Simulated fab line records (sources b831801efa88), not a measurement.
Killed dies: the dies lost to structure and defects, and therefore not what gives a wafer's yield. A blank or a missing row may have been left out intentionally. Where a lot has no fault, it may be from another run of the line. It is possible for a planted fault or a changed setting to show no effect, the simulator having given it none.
What tool caused it?	flow gf180mcu	39 wafers sampled from 13 lots at 1 step of a route of 602

WHAT THE GAUGES SHOWED, per wafer
GF_STI_THK_MEAS_30.
lot	measured	on	STI_OXIDATION_02_THK (nm)
L746	day 2 06:43	film-metro-03	9.81 9.73 9.86
L747	day 2 10:26	film-metro-01	10.38 10.27 10.40
L748	day 2 15:49	film-metro-03	9.68 9.74 9.78
L749	day 2 22:07	film-metro-01	10.04 9.93 10.07
L750	day 3 02:49	film-metro-03	9.75 9.78 9.87
L751	day 3 06:32	film-metro-03	9.89 10.04 9.92
L752	day 3 12:52	film-metro-02	9.85 9.88 9.80
L755	day 4 05:27	film-metro-03	10.30 10.22 10.38
L759	day 5 00:27	film-metro-01	10.02 9.77 9.91
L764	day 6 02:59	film-metro-01	10.14 10.21 10.09
L765	day 6 08:42	film-metro-02	10.16 10.14 10.15
L766	day 6 14:11	film-metro-03	10.11 10.26 10.08
L768	day 7 05:22	film-metro-01	9.96 10.04 9.94

WHAT TOOL EACH LOT RAN ON (gives the tool, then ch and the chambers of the sampled wafers, and finally the start)
Record: no process step prior to these readings.

WHAT THE TOOLS THEMSELVES READ (means of the sampled wafers that have a number; where no wafer has one, the mark that the record gives instead)
The record holds no such reading with a usual standard deviation.

THE ANSWER, worked out from the rows above alone
Rule: what is usual is taken from the lots themselves. Put in order of their means at a reading, lots are off if they are a third of the lots or fewer, leave a main group of 4 or more, and stand apart from it by a gap of 3 or more times the standard deviation of the main group's means; of several such gaps the widest counts. If all means in a main group match to the digits the tables above print for the reading, that group is not used. Also off: a lot with no number at a reading for which 4 or more lots have one. Any other lot the step has rows for is counted as sound. First the gauges in route order, then the tools' own readings, where a lot's mean is used as printed above. At the first step where some lot is off, the reading lying furthest off is the one used; lots without a number count as furthest.
No lot is off on any of the readings shown, so nothing can be concluded from this.

WHAT THE SIMULATOR HAD PUT IN
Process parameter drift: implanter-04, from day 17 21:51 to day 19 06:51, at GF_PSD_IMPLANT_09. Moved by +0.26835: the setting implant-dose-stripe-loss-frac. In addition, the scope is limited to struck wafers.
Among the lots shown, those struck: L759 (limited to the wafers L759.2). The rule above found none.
